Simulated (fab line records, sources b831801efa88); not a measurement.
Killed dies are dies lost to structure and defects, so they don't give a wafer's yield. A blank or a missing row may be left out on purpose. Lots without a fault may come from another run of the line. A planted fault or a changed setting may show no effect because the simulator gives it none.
Which tool did it? | flow sky130 | 6 lots, 18 wafers sampled, at 2 steps of a route of 708

WHAT THE GAUGES READ, wafer by wafer
SKY_LDD_LDN_TW_MEAS_13.
lot  | measured     | on            | LDD_LDN_TW
L194 | day 23 17:29 | film_metro-04 | 1459 1475 1469
L203 | day 26 21:26 | film_metro-03 | 1411 1406 1407
L206 | day 27 21:27 | film_metro-03 | 1470 1475 1471
L208 | day 28 14:37 | film_metro-01 | 1500 1484 1494
L213 | day 30 02:53 | film_metro-04 | 1462 1464 1464
L215 | day 30 18:14 | film_metro-03 | 1477 1482 1469

WHICH TOOL RAN EACH LOT (tool, then ch and the chambers of the sampled wafers, then the start)
lot  | SKY_LDD_LDN_IMPLANT_08
L194 | implanter-01 ch 0, day 23 16:47
L203 | implanter-03 ch 0, day 26 20:44
L206 | implanter-01 ch 0, day 27 20:46
L208 | implanter-01 ch 0, day 28 13:56
L213 | implanter-04 ch 0, day 30 02:13
L215 | implanter-04 ch 0, day 30 17:32
- SKY_LDD_LDN_IMPLANT_08

THE ANSWER, worked out from the rows above alone
Rule: what is usual is taken from the lots themselves. Put in order of their means at a reading, lots are off if they are a third of the lots or fewer, leave a main group of 4 or more, and stand apart from it by a gap of 3 or more times the standard deviation of the main group's means; of several such gaps the widest counts. A main group whose means are all the same, to the digits that the tables above print for the reading, isn't used. A lot without any number at a reading at which 4 lots or more have one is off too. The other lots that the step has rows for count as sound.
Off: L203, at SKY_LDD_LDN_TW_MEAS_13 (LDD_LDN_TW). The main group: mean 1474, standard deviation 10.
A tool fits if, at a process step before that reading, it ran every lot that is off, and no sound lot after the first of them. The gauges at SKY_LDD_LDN_TW_MEAS_13 are tried like those tools. One fits: implanter-03 at SKY_LDD_LDN_IMPLANT_08. It ran no sound lot before its first lot that is off in this sample, so the start can't be narrowed down.

WHAT THE SIMULATOR HAD PUT IN
Process parameter drift: implanter-03, from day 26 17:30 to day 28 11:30, at SKY_LDD_LDN_IMPLANT_08. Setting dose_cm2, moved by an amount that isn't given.
Lots struck among those shown: L203. The rule above found the same.
